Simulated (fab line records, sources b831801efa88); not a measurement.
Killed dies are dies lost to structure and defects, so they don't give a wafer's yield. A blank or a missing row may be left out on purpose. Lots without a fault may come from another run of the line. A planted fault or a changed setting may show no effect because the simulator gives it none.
fab line records | flow sky130
record lots=6 wafers=18 last_day=53
route steps=708 shown LI_CONTACT@369 PAD_OPEN@708
lots that met no fault: from a run of the same line without faults
start_h: hours from the record's first day to the start of the lot's first wafer shown | wait_h: hours since the lot's step before | " the same as in the row above | L1.1+2: a row that stands for several wafers | - no value, or no start given | * or withheld: withheld | < > ~ a bound
route shown NAME@n: a module of which the file shows steps, and the number in the route of the first | usual: mean/standard deviation of fault-free wafers | same: alike in all rows | chamber/n: place in a boat | sites: the reading at each site | _std_site: their standard deviation | _edge_site: outer sites' mean less inner sites' | radius_mm: how far each site lies from the wafer's centre | mask NAME#n: copy n | behind: the tool/chamber that last shaped the wafer | hold: why the lot was held/for how many hours/how that ended | device: the transistor (n, p or np) that didn't switch | end of line: the same wafers' tests at the end of the route | a step without rows: its recipe alone | killed: dies lost to structure and defects at the first sort, not the wafer's yield | map: a wafer's dies, x killed, . not, _ none there
set.NAME: the setting as run; set.NAME@STEP: as run at that earlier step | model.NAME: the simulator's own value behind a step, which no gauge read
lots at some steps of the route; a table a step, a row a wafer
services: from which hour (start_h, from the record's first day; less than 0 if before it) a tool's chamber was out of use, for how many hours, and why
## steps
# step SKY_LI_CONTACT_COAT_07
# recipe resist=KrF-thick spin_rpm=3000 resist_thk_nm=450
# step SKY_LI_CONTACT_SOFTBAKE_08
# recipe temp_c=100 time_s=90 resist=KrF-thick
# step SKY_LI_CONTACT_EXPOSE_09
# recipe mask_id=LICM1 na=0.8 source_shape=annular sigma_inner=0.55 sigma_outer=0.85 target_cd_nm=170 dose_mj=38
# step SKY_LI_CONTACT_PEB_10
# recipe peb_temp_c=withheld peb_time_s=withheld resist=KrF-thick
# step SKY_LI_CONTACT_DEVELOP_11
# recipe develop_time_s=60 resist=KrF-thick dev_temp_c=21
# step SKY_LI_CONTACT_CD_MEAS_12
# recipe target_cd_nm=170
# usual cd_nm=170.3/1.7
# columns lot.wafer tool chamber start_h wait_h cd_nm
L626.1 cd_sem-01 - 683.80 - 169.8
L626.3 " - " " 169.3
L626.6 " - " " 169.4
L629.2 cd_sem-01 - 710.86 - 171.9
L629.5 " - " " 171.7
L629.6 " - " " 171.5
L632.1 cd_sem-02 - 740.60 - 170.4
L632.3 " - " " 170.4
L632.6 " - " " 170.6
L634.1 cd_sem-01 - 747.28 - 172.1
L634.2 " - " " 171.2
L634.4 " - " " 170.7
L639.1 cd_sem-02 - 783.03 - 170.3
L639.2 " - " " 170.3
L639.4 " - " " 169.6
L640.1 cd_sem-01 - 794.55 - 166.7
L640.2 " - " " 168.6
L640.4 " - " " 168.8
# step SKY_LI_CONTACT_OVL_MEAS_13
# usual LI_CONTACT_OVL=-2/5.2
# columns lot.wafer tool chamber start_h wait_h LI_CONTACT_OVL[nm]
L626.1 overlay-01 - 683.92 0.1 -5
L626.3 " - " " 1
L626.6 " - " " -5
L629.2 overlay-01 - 710.97 0.1 -7
L629.5 " - " " 0
L629.6 " - " " -8
L632.1 overlay-01 - 740.72 0.1 6
L632.3 " - " " 0
L632.6 " - " " -1
L634.1 overlay-01 - 747.40 0.1 -10
L634.2 " - " " -13
L634.4 " - " " -8
L639.1 overlay-02 - 783.15 0.1 -8
L639.2 " - " " 0
L639.4 " - " " 4
L640.1 overlay-01 - 794.67 0.1 -3
L640.2 " - " " 4
L640.4 " - " " 3
# step SKY_LI_CONTACT_ETCH_14
# recipe chemistry=N2/H2 target=BARC ion_energy_ev=200 source_w=500 bias_w=100 pressure_mtorr=30 n2_flow_sccm=100 h2_flow_sccm=200 stop_on=SiO2 time_s=45.9 target_depth_a=600
# usual drypump_motor_current_A=5.6/0.31 oes_product_au=0.854/0.0045 throttle_valve_pct=13.225/0.0094
# columns lot.wafer tool chamber start_h wait_h drypump_motor_current_A oes_product_au rf_hours_counter_h throttle_valve_pct
L626.1 rie_diel-04 1 683.96 0.0 5.3 0.850 37 13.226
L626.3 " 2 " " 5.1 0.853 4 13.226
L626.6 " 3 " " 5.6 0.850 - 13.227
L629.2 rie_diel-03 2 711.00 0.0 5.3 0.854 36 13.236
L629.5 " 2 " " 5.3 0.851 - 13.223
L629.6 " 3 " " 5.7 0.849 - 13.245
L632.1 rie_diel-03 0 740.75 0.0 6.0 0.864 8 13.233
L632.3 " 1 " " 5.7 0.853 13 13.212
L632.6 " 3 " " 5.7 0.856 - 13.223
L634.1 rie_diel-01 3 747.43 0.0 5.0 0.855 19 13.218
L634.2 " 0 " " 6.1 0.849 6 13.219
L634.4 " 1 " " 6.0 0.856 11 13.225
L639.1 rie_diel-04 2 783.18 0.0 5.1 0.861 7 13.222
L639.2 " 0 " " 5.4 0.853 4 13.205
L639.4 " 3 " " 5.6 0.858 19 13.217
L640.1 rie_diel-03 3 794.70 0.0 5.7 0.859 4 13.219
L640.2 " 0 " " 5.9 0.855 9 13.225
L640.4 " 1 " " 5.7 0.856 - 13.234
# step SKY_LI_CONTACT_ETCH_15
# recipe target=PSG chemistry=C4F8/O2/Ar stop_on=Si taper_deg=4.15 mask_material=KrF-thick source_w=1500 bias_w=1200 pressure_mtorr=40 c4f8_flow_sccm=withheld O2_flow_sccm=6 Ar_flow_sccm=300 time_s=withheld target_depth_a=6000
# usual oes_product_au=0.836/0.0046
# columns lot.wafer tool chamber start_h wait_h oes_product_au
L626.1 rie_diel-04 1 684.00 0.0 0.836
L626.3 " 2 " " 0.838
L626.6 " 3 " " 0.835
L629.2 rie_diel-03 2 711.04 0.0 0.839
L629.5 " 2 " " 0.833
L629.6 " 3 " " 0.845
L632.1 rie_diel-03 0 740.79 0.0 0.834
L632.3 " 1 " " 0.836
L632.6 " 3 " " 0.844
L634.1 rie_diel-01 3 747.47 0.0 0.838
L634.2 " 0 " " 0.842
L634.4 " 1 " " 0.838
L639.1 rie_diel-04 2 783.23 0.0 0.835
L639.2 " 0 " " 0.838
L639.4 " 3 " " 0.832
L640.1 rie_diel-03 3 794.74 0.0 0.832
L640.2 " 0 " " 0.833
L640.4 " 1 " " 0.839
# step SKY_LI_CONTACT_STRIP_16
# recipe chemistry=O2/N2 power_w=1400 pressure_mtorr=1500 platen_temp_c=withheld o2_flow_sccm=3000 n2_flow_sccm=300 overash_fraction=0.5
# usual drypump_motor_current_A=5.8/0.38 oes_product_au=0.376/0.0044 strip_time_to_endpoint_s=3.493/0.026
# columns lot.wafer tool chamber start_h wait_h drypump_motor_current_A oes_product_au rf_hours_counter_h strip_time_to_endpoint_s
L626.1 plasma_asher-02 0 684.08 - 5.4 0.374 89 3.480
L626.3 " 1 " " 6.2 0.372 - 3.454
L626.6 " 0 " " 5.4 0.375 - 3.473
L629.2 plasma_asher-03 0 711.13 - 6.1 0.378 57 3.468
L629.5 " 1 " " 5.5 0.374 - 3.454
L629.6 " 0 " " 6.1 0.378 - 3.502
L632.1 plasma_asher-02 0 740.88 - 5.4 0.373 95 3.539
L632.3 " 0 " " 5.4 0.379 - 3.544
L632.6 " 0 " " 5.4 0.376 - 3.517
L634.1 plasma_asher-02 1 747.56 - 6.2 0.384 97 3.529
L634.2 " 0 " " 5.4 0.375 97 3.461
L634.4 " 1 " " 6.2 0.376 - 3.486
L639.1 plasma_asher-03 0 783.31 - 6.1 0.376 68 3.467
L639.2 " 1 " " 5.5 0.378 68 3.480
L639.4 " 1 " " 5.5 0.370 - 3.475
L640.1 plasma_asher-03 0 794.83 - 6.1 0.376 69 3.508
L640.2 " 1 " " 5.5 0.377 69 3.507
L640.4 " 0 " " 6.1 0.379 - 3.529
# step SKY_LI_CONTACT_CLEAN_17
# recipe chemistry=NMP time_s=600 temp_c=60 dry=n2_spin
# step SKY_LI_CONTACT_PRE_CLEAN_18
# recipe gas=Ar time_s=5.6 bias_v=358
# step SKY_LI_CONTACT_SPUTTER_19
# recipe material=Ti target_thk_nm=20 chamber_pressure_pa=5 power_w=2500 substrate_temp_c=200 time_s=106.37
# usual throttle_valve_pct=30.2/1.2
# columns lot.wafer tool chamber start_h wait_h throttle_valve_pct
L626.1 pvd_sputter-03 - 684.42 0.0 29.5
L626.3 " - " " 30.3
L626.6 " - " " 28.5
L629.2 pvd_sputter-01 - 711.42 0.0 30.5
L629.5 " - " " 30.3
L629.6 " - " " 30.2
L632.1 pvd_sputter-02 - 741.17 0.0 31.5
L632.3 " - " " 30.7
L632.6 " - " " 30.4
L634.1 pvd_sputter-01 - 747.86 0.0 31.6
L634.2 " - " " 30.4
L634.4 " - " " 30.2
L639.1 pvd_sputter-02 - 903.61 120.0 32.5
L639.2 " - " " 31.4
L639.4 " - " " 30.4
L640.1 pvd_sputter-03 - 915.14 120.0 29.8
L640.2 " - " " 28.3
L640.4 " - " " 30.2
# step SKY_LI_CONTACT_SPUTTER_20
# recipe material=TiN target_thk_nm=20 chamber_pressure_pa=5 power_w=4000 time_s=80
# usual throttle_valve_pct=30.2/1.2
# columns lot.wafer tool chamber start_h wait_h throttle_valve_pct
L626.1 pvd_sputter-03 - 684.57 0.1 29.7
L626.3 " - " " 30.0
L626.6 " - " " 28.4
L629.2 pvd_sputter-01 - 711.50 0.0 30.2
L629.5 " - " " 30.5
L629.6 " - " " 30.4
L632.1 pvd_sputter-02 - 741.25 0.0 31.4
L632.3 " - " " 30.6
L632.6 " - " " 30.6
L634.1 pvd_sputter-01 - 747.93 0.0 31.6
L634.2 " - " " 30.5
L634.4 " - " " 30.4
L639.1 pvd_sputter-02 - 903.68 0.0 32.9
L639.2 " - " " 31.6
L639.4 " - " " 30.4
L640.1 pvd_sputter-03 - 915.22 0.0 29.8
L640.2 " - " " 28.5
L640.4 " - " " 30.2
# step SKY_PAD_OPEN_PROBE_99
# usual killed_at_M0_to_M3=44/6.6 killed_at_M4_up=3.4/1.9 killed_at_contacts=25/5.6 killed_at_front_end=15/4.6 killed_at_other=0.3/0.6 killed_dies=88/9.5 killed_open=47/7.1 killed_short=40/6.4
# same gross_dies=492 killed_at_back_side=0
# columns lot.wafer tool chamber start_h wait_h killed_at_M0_to_M3 killed_at_M4_up killed_at_contacts killed_at_front_end killed_at_other killed_dies killed_open killed_short model.etest.licon_ndiff.rc_ohm model.etest.sonos_uncharged.r_on_ohm_um model.etest.licon_poly.rc_ohm
L626.1 prober-01 - 1082.58 0.1 48 2 16 8 0 74 45 29 180.9 816.8 150.7
L626.3 prober-01 - 1082.68 0.2 52 2 23 16 1 94 52 42 179.6 820.1 151.4
L626.6 prober-01 - 1082.83 0.2 46 2 26 12 1 87 41 46 181.4 814.7 155.6
L629.2 prober-02 - 1104.76 0.1 53 5 25 8 0 91 49 42 180.3 818.6 147.2
L629.5 prober-02 - 1104.91 0.2 46 5 17 10 0 78 38 40 176.1 807.9 153.5
L629.6 prober-02 - 1104.96 0.2 42 9 19 7 0 77 43 34 189.8 815.1 152.8
L632.1 prober-01 - 1119.58 0.1 43 1 23 10 1 78 43 34 183.5 803.4 151.4
L632.3 prober-01 - 1119.68 0.2 44 4 19 18 1 86 41 44 185.1 811 153.7
L632.6 prober-01 - 1119.83 0.2 46 0 21 14 0 81 44 36 180.2 794.8 159.7
L634.1 prober-01 - 1126.59 0.1 38 7 30 14 0 89 59 30 176 798 143.9
L634.2 prober-01 - 1126.64 0.1 53 5 26 18 1 103 52 50 171.4 798.7 147.7
L634.4 prober-01 - 1126.74 0.2 51 3 34 16 1 105 60 44 176.1 796.8 149.3
L639.1 prober-02 - 1272.02 0.1 48 1 24 10 0 83 43 40 200.4 838.6 161.6
L639.2 prober-02 - 1272.07 0.1 33 6 22 16 1 78 31 47 197.5 834.6 167.1
L639.4 prober-02 - 1272.17 0.2 31 3 21 16 0 71 35 36 205.8 831.7 164.4
L640.1 prober-01 - 1278.67 0.1 47 3 20 19 1 90 48 41 211.3 855.6 176.2
L640.2 prober-01 - 1278.72 0.1 46 4 19 23 1 93 49 44 204.9 821 163.5
L640.4 prober-01 - 1278.82 0.2 37 2 24 10 0 73 48 25 212.6 828.3 167.2
# killed by level:class
L626.1 VIA1:geometric_particle:open=18 VIA2:geometric_particle:open=6 METAL1:geometric_particle:short=6 LI_CONTACT:geometric_particle:open=5 CONTACT:geometric_particle:open=5 VIA3:geometric_particle:short=4 VIA3:geometric_particle:open=4 LI_CONTACT:geometric_particle:short=3
L626.3 VIA1:geometric_particle:open=14 CONTACT:geometric_particle:open=9 METAL2:geometric_particle:short=8 VIA3:geometric_particle:open=7 CONTACT:geometric_particle:short=6 METAL1:geometric_particle:short=6 POLY_GATE:geometric_particle:open=5 VIA1:geometric_particle:short=4
L626.6 VIA1:geometric_particle:short=12 CONTACT:geometric_particle:open=10 VIA1:geometric_particle:open=8 METAL2:geometric_particle:short=6 VIA2:geometric_particle:open=6 FIELD_ISO:geometric_particle:short=5 LI_CONTACT:geometric_particle:open=5 METAL1:geometric_particle:short=5
L629.2 CONTACT:geometric_particle:open=15 VIA1:geometric_particle:open=12 METAL2:geometric_particle:short=11 CONTACT:geometric_particle:short=7 VIA2:geometric_particle:open=6 VIA1:geometric_particle:short=5 VIA3:geometric_particle:open=5 METAL4:geometric_particle:short=5
L629.5 VIA1:geometric_particle:open=10 METAL2:geometric_particle:short=8 VIA2:geometric_particle:open=8 METAL1:geometric_particle:short=6 CONTACT:geometric_particle:open=5 LI_CONTACT:geometric_particle:short=4 METAL3:geometric_particle:short=4 METAL4:geometric_particle:short=4
L629.6 VIA1:geometric_particle:open=12 LI_CONTACT:geometric_particle:open=9 CONTACT:geometric_particle:open=5 METAL2:geometric_particle:short=5 VIA3:geometric_particle:short=5 VIA2:geometric_particle:open=4 VIA2:geometric_particle:short=4 METAL4:geometric_particle:short=4
L632.1 VIA3:geometric_particle:open=14 LOCAL_INTERCONNECT:geometric_particle:short=7 VIA1:geometric_particle:open=7 CONTACT:geometric_particle:short=7 METAL2:geometric_particle:short=5 VIA2:geometric_particle:open=5 CONTACT:geometric_particle:open=4 FIELD_ISO:geometric_particle:open=3
L632.3 METAL1:geometric_particle:short=11 CONTACT:geometric_particle:open=10 VIA1:geometric_particle:open=8 POLY_GATE:geometric_particle:short=7 VIA3:geometric_particle:open=6 METAL2:geometric_particle:short=5 VIA2:geometric_particle:open=4 FIELD_ISO:geometric_particle:open=3
L632.6 VIA1:geometric_particle:open=11 CONTACT:geometric_particle:open=7 LOCAL_INTERCONNECT:geometric_particle:short=5 METAL1:geometric_particle:short=5 VIA1:geometric_particle:short=5 VIA3:geometric_particle:open=5 POLY_GATE:geometric_particle:open=4 POLY_GATE:geometric_particle:short=4
L634.1 CONTACT:geometric_particle:open=13 VIA1:geometric_particle:open=12 LI_CONTACT:geometric_particle:open=8 VIA2:geometric_particle:open=8 CONTACT:geometric_particle:short=7 VIA3:geometric_particle:open=5 METAL4:geometric_particle:short=5 POLY_GATE:geometric_particle:short=4
L634.2 VIA1:geometric_particle:open=13 CONTACT:geometric_particle:open=11 VIA3:geometric_particle:open=9 FIELD_ISO:geometric_particle:short=7 LOCAL_INTERCONNECT:geometric_particle:short=6 METAL1:geometric_particle:short=6 VIA1:geometric_particle:short=5 METAL2:geometric_particle:short=5
L634.4 VIA1:geometric_particle:open=12 LI_CONTACT:geometric_particle:open=10 VIA2:geometric_particle:open=9 CONTACT:geometric_particle:open=8 LOCAL_INTERCONNECT:geometric_particle:short=8 METAL2:geometric_particle:short=8 METAL1:geometric_particle:short=6 CONTACT:geometric_particle:short=5
L639.1 VIA1:geometric_particle:open=9 LI_CONTACT:geometric_particle:open=8 METAL1:geometric_particle:short=8 VIA3:geometric_particle:open=6 VIA2:geometric_particle:open=6 LOCAL_INTERCONNECT:geometric_particle:short=5 CONTACT:geometric_particle:open=5 VIA1:geometric_particle:short=5
L639.2 CONTACT:geometric_particle:open=7 VIA1:geometric_particle:open=7 FIELD_ISO:geometric_particle:short=6 LI_CONTACT:geometric_particle:open=6 METAL1:geometric_particle:short=6 METAL2:geometric_particle:short=5 VIA3:geometric_particle:short=4 LOCAL_INTERCONNECT:geometric_particle:short=4
L639.4 CONTACT:geometric_particle:open=7 METAL2:geometric_particle:short=7 VIA1:geometric_particle:open=6 LI_CONTACT:geometric_particle:open=5 CONTACT:geometric_particle:short=5 POLY_GATE:geometric_particle:short=4 POLY_GATE:geometric_particle:open=4 VIA2:geometric_particle:open=4
L640.1 VIA1:geometric_particle:open=13 METAL2:geometric_particle:short=11 POLY_GATE:geometric_particle:open=6 CONTACT:geometric_particle:open=6 VIA2:geometric_particle:open=6 LI_CONTACT:geometric_particle:open=5 VIA1:geometric_particle:short=4 METAL3:geometric_particle:short=4
L640.2 VIA1:geometric_particle:open=14 POLY_GATE:geometric_particle:short=8 VIA2:geometric_particle:open=7 POLY_GATE:geometric_particle:open=6 CONTACT:geometric_particle:open=5 LOCAL_INTERCONNECT:geometric_particle:short=5 LI_CONTACT:geometric_particle:open=4 VIA1:geometric_particle:short=4
L640.4 VIA1:geometric_particle:open=11 VIA3:geometric_particle:open=8 VIA2:geometric_particle:open=7 LI_CONTACT:geometric_particle:open=6 CONTACT:geometric_particle:open=6 CONTACT:geometric_particle:short=6 POLY_GATE:geometric_particle:open=4 POLY_GATE:geometric_particle:short=3
## services
# columns tool chamber start_h hours kind
rie_diel-03 1 685.19 12.9 repair
rie_diel-03 3 687.62 3.3 repair
rie_diel-04 3 700.52 3.8 repair
rie_diel-01 2 700.57 6.7 repair
rie_diel-04 1 707.18 5.0 repair
rie_diel-04 - 713.20 1.0 repair
rie_diel-03 - 727.46 2.8 pm
plasma_asher-02 - 766.42 12.0 repair
rie_diel-01 3 770.48 11.2 repair
pvd_sputter-02 - 776.67 4.0 repair
rie_diel-03 2 778.33 - clean
rie_diel-03 2 778.33 17.1 scheduled_down
rie_diel-03 2 778.33 17.1 vent_cycle
pvd_sputter-02 1 803.47 - consumable_replace:kit
pvd_sputter-02 1 803.47 18.0 scheduled_down
pvd_sputter-02 1 803.47 18.0 vent_cycle
rie_diel-03 - 809.42 0.3 repair
rie_diel-04 2 812.83 54.2 repair
rie_diel-03 3 819.27 6.7 repair
pvd_sputter-03 - 832.97 0.5 repair
pvd_sputter-02 - 894.16 0.6 repair
pvd_sputter-01 - 898.87 9.4 repair
pvd_sputter-03 - 900.35 0.5 repair
rie_diel-03 0 903.82 3.5 repair
## key
first_sign step=SKY_LI_CONTACT_SPUTTER_19 reading=wait_h direction=changed
effect none on later readings
model_effect step=SKY_PAD_OPEN_PROBE_99 value=etest.licon_ndiff.rc_ohm without=183.5 struck=205.4
met_at SKY_LI_CONTACT_SPUTTER_19
struck_wafers L639.1,L639.2,L639.4,L640.1,L640.2,L640.4
tester_left_out L639,L640
fault kind=queue_time_violation tool=pvd_sputter-01,pvd_sputter-02,pvd_sputter-03 chamber=- onset_h=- steps=SKY_LI_CONTACT_SPUTTER_19 delay_hr=120 scope=struck_wafers_only
# tester_left_out: of these lots the tester's yield and bins aren't shown, on N5 and GAA mostly nor the transistor test; their killed dies are dies lost to structure and defects alone, not to doping, threshold or leakage, so they don't give the yield
